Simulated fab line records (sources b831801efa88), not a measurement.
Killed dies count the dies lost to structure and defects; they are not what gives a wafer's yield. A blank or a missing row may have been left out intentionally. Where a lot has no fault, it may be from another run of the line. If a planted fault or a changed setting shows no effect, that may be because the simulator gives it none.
Chamber matching ; flow sky130 ; 3 sister chambers for SKY_CAPM_CVD_00 on pecvd-02
The step deposits SiO2, target thk 15.5 nm. 3 wafers are shown with their chamber, then 11 later ones without.

WAFERS, EACH WITH ITS CHAMBER
wafer;chamber;heater_power_w (W)
L081.6;2;565
L085.5;1;816
L087.3;0;665

WAFERS WITHOUT THEIR CHAMBER
wafer;heater_power_w (W)
L087.4;686
L087.6;512
L088.2;768
L088.3;786
L088.6;774
L093.1;610
L093.2;723
L093.4;722
L097.2;812
L097.3;621
L097.6;613

EACH ONE'S CHAMBER
wafer;from the rows above;in truth
L087.4;0;0
L087.6;2;2
L088.2;can't be placed: 1 or 0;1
L088.3;1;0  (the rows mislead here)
L088.6;can't be placed: 1 or 0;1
L093.1;can't be placed: 2 or 0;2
L093.2;can't be placed: 0 or 1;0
L093.4;can't be placed: 0 or 1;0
L097.2;1;1
L097.3;can't be placed: 0 or 2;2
L097.6;can't be placed: 2 or 0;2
Correctly placed: 3 of 11. Unplaceable from these rows: 7, with the true chamber sitting among the candidates in 7. Number placed wrongly: 1.
How it was worked out, from the rows above alone: a wafer's distance from a chamber is the root of the sum, over the readings, of the square of ((its reading less the chamber's mean) divided by the reading's scatter). If the next closest chamber is less than 2 further off than the closest, the wafer can't be placed; otherwise it belongs to the closest. For every chamber, the mean is computed from those of its wafers that are shown. The scatter (one wafer shown for each chamber): square how far every hidden wafer sits from the nearest shown wafer, average those squares and take the square root.
